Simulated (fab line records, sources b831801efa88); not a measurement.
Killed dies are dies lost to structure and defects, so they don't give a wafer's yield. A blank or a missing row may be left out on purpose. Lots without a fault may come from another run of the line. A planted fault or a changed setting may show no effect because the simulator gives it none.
One fault seen from 2 desks | flow gf180mcu | each desk has only its own numbers; what lay behind them comes last

THE METROLOGY DESK
What the gauges read, lot by lot, whatever tool the lot ran on: means of the sampled wafers that have a number. A lot is out of limits, marked OUT, if its mean lies more than 4 standard deviations from the usual mean; the brackets give that distance.
Columns: A = NWELL_RS at GF_VT_IMPLANT_RS_MEAS_47, usual 487.8 ohm/sq; B = HV_LDD_3_TW at GF_HV_LDD_TW_MEAS_38, usual 1439; C = NSD_OVL at GF_NSD_OVL_MEAS_08, usual -1.1 nm
lot  | first seen here | A     | B    | C
L237 | day 8 00:59     | 488.1 | 1423 | -0.8
L238 | day 8 07:52     | 486.5 | 1444 | -0.5
L239 | day 8 15:43     | 485.5 | 1443 | -1.9
L240 | day 8 22:43     | 489.4 | 1442 | -0.8
L241 | day 9 02:37     | 488.5 | 1423 | -2.9
L242 | day 9 10:04     | 487.0 | 1445 | -
L252 | day 12 08:34    | 488.1 | 1424 | -0.2
L253 | day 12 17:02    | 488.3 | 1436 | -0.7
L254 | day 12 23:20    | 486.6 | 1442 | 1.9
L255 | day 13 04:19    | 486.9 | 1447 | -0.0
L256 | day 13 09:28    | 486.7 | 1449 | -2.5
L257 | day 13 18:51    | 487.6 | 1449 | -2.5
L258 | day 14 01:02    | 489.0 | 1440 | 0.1
This desk's finding: nothing out of limits on any of the 13 lots.

THE TOOL OWNER'S DESK: plasma_asher-01
The tool's own readings at GF_HV_LDD_STRIP_49 (strips in O2/N2): means of the sampled wafers that have a number, for each lot that ran on this tool. A lot is out of limits, marked OUT, if its mean lies more than 4 standard deviations from the usual mean; the brackets give that distance.
Columns: A = chamber_pressure_mTorr at GF_HV_LDD_STRIP_49, usual 1500.2 mTorr; B = drypump_motor_current_A at GF_HV_LDD_STRIP_49, usual 5.6 A; C = heater_power_w at GF_HV_LDD_STRIP_49, usual 334 W; D = n2_flow_sccm at GF_HV_LDD_STRIP_49, usual 300.1 sccm; E = oes_product_au at GF_HV_LDD_STRIP_49, usual 0.716 a.u.; F = platen_temp_c at GF_HV_LDD_STRIP_49, usual 250.06 C; G = strip_time_to_endpoint_s at GF_HV_LDD_STRIP_49, usual 12.63 s
lot  | first seen here | A                 | B   | C   | D     | E               | F      | G
L237 | day 12 19:49    | 1499.7            | 5.6 | 342 | 300.1 | 0.715           | 249.93 | 12.65
L239 | day 13 15:08    | 1499.7            | 5.8 | 348 | 300.3 | 0.716           | 249.92 | 12.63
L242 | day 14 17:31    | 1491.0 (-7.1) OUT | 5.8 | 352 | 301.4 | 0.881 (+34) OUT | 250.25 | -
L252 | day 18 05:34    | 1501.1            | 5.8 | 353 | 300.0 | 0.715           | 249.97 | 12.67
L253 | day 18 13:36    | 1499.4            | 5.8 | 347 | 300.4 | 0.713           | 250.29 | 12.58
L258 | day 20 02:07    | 1499.3            | 5.8 | 349 | 299.8 | 0.714           | 250.06 | 12.63
This desk's finding: out of limits on L242; first on L242, day 14 17:31 (chamber_pressure_mTorr at GF_HV_LDD_STRIP_49). In limits: L237, L239, L252, L253, L258.

PUT TOGETHER
The tool owner's desk could have raised an alarm at day 14 17:31, on L242.
The metrology desk saw nothing out of limits.
The metrology desk has L242 on record, within its limits.
Of the lots named, all ran GF_HV_LDD_STRIP_49 on plasma_asher-01.

WHAT THE SIMULATOR HAD PUT IN
Strip aborted: plasma_asher-01, from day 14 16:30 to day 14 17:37, at GF_HV_LDD_STRIP_49. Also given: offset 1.
Lots struck among those shown: L242.
Hours from the fault's start to each desk's first reading out of limits: the tool owner's desk, 1.
